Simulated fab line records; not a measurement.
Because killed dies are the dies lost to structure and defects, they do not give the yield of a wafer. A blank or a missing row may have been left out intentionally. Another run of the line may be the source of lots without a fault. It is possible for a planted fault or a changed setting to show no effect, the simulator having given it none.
Matching of chambers || flow sky130 || SKY_POLY_GATE_ETCH_15 on rieDiel-02: 4 sister chambers
The step etches BARC in N2/H2, stops on SiO2, time 118.5 s, target depth 110 nm. 14 wafers are shown with their chamber, then 7 later ones without.

## WAFERS PAIRED WITH THEIR CHAMBERS
{"wafer": "L978.2", "chamber": 0, "drypumpMotorCurrentA (A)": 5.2, "oesProductAu (a.u.)": 0.713, "biasW (W)": 99.97}
{"wafer": "L978.3", "chamber": 3, "drypumpMotorCurrentA (A)": 5.2, "oesProductAu (a.u.)": 0.721, "biasW (W)": 99.92}
{"wafer": "L978.4", "chamber": 1, "drypumpMotorCurrentA (A)": 5.5, "oesProductAu (a.u.)": 0.719, "biasW (W)": 99.75}
{"wafer": "L984.3", "chamber": 1, "drypumpMotorCurrentA (A)": 5.5, "oesProductAu (a.u.)": 0.719, "biasW (W)": 99.95}
{"wafer": "L984.5", "chamber": 2, "drypumpMotorCurrentA (A)": 6.0, "oesProductAu (a.u.)": 0.703, "biasW (W)": 99.78}
{"wafer": "L984.6", "chamber": 1, "drypumpMotorCurrentA (A)": 5.5, "oesProductAu (a.u.)": 0.725, "biasW (W)": 100.06}
{"wafer": "L994.1", "chamber": 3, "drypumpMotorCurrentA (A)": 5.2, "oesProductAu (a.u.)": 0.722, "biasW (W)": 100.26}
{"wafer": "L994.5", "chamber": 3, "drypumpMotorCurrentA (A)": 5.2, "oesProductAu (a.u.)": 0.716, "biasW (W)": 100.27}
{"wafer": "L994.6", "chamber": 0, "drypumpMotorCurrentA (A)": 5.3, "oesProductAu (a.u.)": 0.726, "biasW (W)": 99.71}
{"wafer": "L996.1", "chamber": 0, "drypumpMotorCurrentA (A)": 5.3, "oesProductAu (a.u.)": 0.723, "biasW (W)": 99.48}
{"wafer": "L996.2", "chamber": 3, "drypumpMotorCurrentA (A)": 5.2, "oesProductAu (a.u.)": 0.718, "biasW (W)": 100.06}
{"wafer": "L996.6", "chamber": 0, "drypumpMotorCurrentA (A)": 5.3, "oesProductAu (a.u.)": 0.719, "biasW (W)": 99.43}
{"wafer": "L997.1", "chamber": 0, "drypumpMotorCurrentA (A)": 5.3, "oesProductAu (a.u.)": 0.715, "biasW (W)": 99.56}
{"wafer": "L997.2", "chamber": 3, "drypumpMotorCurrentA (A)": 5.2, "oesProductAu (a.u.)": 0.713, "biasW (W)": 100.04}

SIGNATURES, as means of the wafers listed above
{"reading": "drypumpMotorCurrentA", "chamber 0": 5.280, "chamber 1": 5.500, "chamber 2": 6.000, "chamber 3": 5.200, "scatter within a chamber": 0.0283}
{"reading": "oesProductAu", "chamber 0": 0.71920, "chamber 1": 0.72100, "chamber 2": 0.70300, "chamber 3": 0.71800, "scatter within a chamber": 0.00441}
{"reading": "biasW", "chamber 0": 99.6300, "chamber 1": 99.9200, "chamber 2": 99.7800, "chamber 3": 100.1100, "scatter within a chamber": 0.182}
Rule: for a wafer and a chamber, the distance is found by dividing, reading by reading, the gap between the wafer's reading and the chamber's mean by the reading's scatter, squaring, summing and taking the root. The wafer belongs to the nearest chamber; if the next one is less than 2 further off, it can't be placed. The scatter is the square root of a quotient: the sum, over the shown wafers, of each reading's squared deviation from its chamber's mean, divided by wafers minus chambers.

## WAFERS WHOSE CHAMBER IS MISSING
{"wafer": "L997.5", "drypumpMotorCurrentA (A)": 6.0, "oesProductAu (a.u.)": 0.722, "biasW (W)": 99.84}
{"wafer": "L998.3", "drypumpMotorCurrentA (A)": 6.0, "oesProductAu (a.u.)": 0.714, "biasW (W)": 100.21}
{"wafer": "L998.4", "drypumpMotorCurrentA (A)": 5.2, "oesProductAu (a.u.)": 0.710, "biasW (W)": 100.62}
{"wafer": "L998.6", "drypumpMotorCurrentA (A)": 6.0, "oesProductAu (a.u.)": 0.717, "biasW (W)": 100.23}
{"wafer": "L999.2", "drypumpMotorCurrentA (A)": 5.5, "oesProductAu (a.u.)": 0.712, "biasW (W)": 99.76}
{"wafer": "L999.3", "drypumpMotorCurrentA (A)": 6.0, "oesProductAu (a.u.)": 0.712, "biasW (W)": 99.47}
{"wafer": "L999.5", "drypumpMotorCurrentA (A)": 5.5, "oesProductAu (a.u.)": 0.713, "biasW (W)": 100.38}

## THE CHAMBER EACH PASSED THROUGH
{"wafer": "L997.5", "from the rows above": 2, "in truth": 2}
{"wafer": "L998.3", "from the rows above": 2, "in truth": 2}
{"wafer": "L998.4", "from the rows above": 3, "in truth": 3}
{"wafer": "L998.6", "from the rows above": 2, "in truth": 2}
{"wafer": "L999.2", "from the rows above": 1, "in truth": 1}
{"wafer": "L999.3", "from the rows above": 2, "in truth": 2}
{"wafer": "L999.5", "from the rows above": 1, "in truth": 1}
Correct placement for 7 of the 7. From these rows, 0 cannot be placed. Wrongly placed: 0.
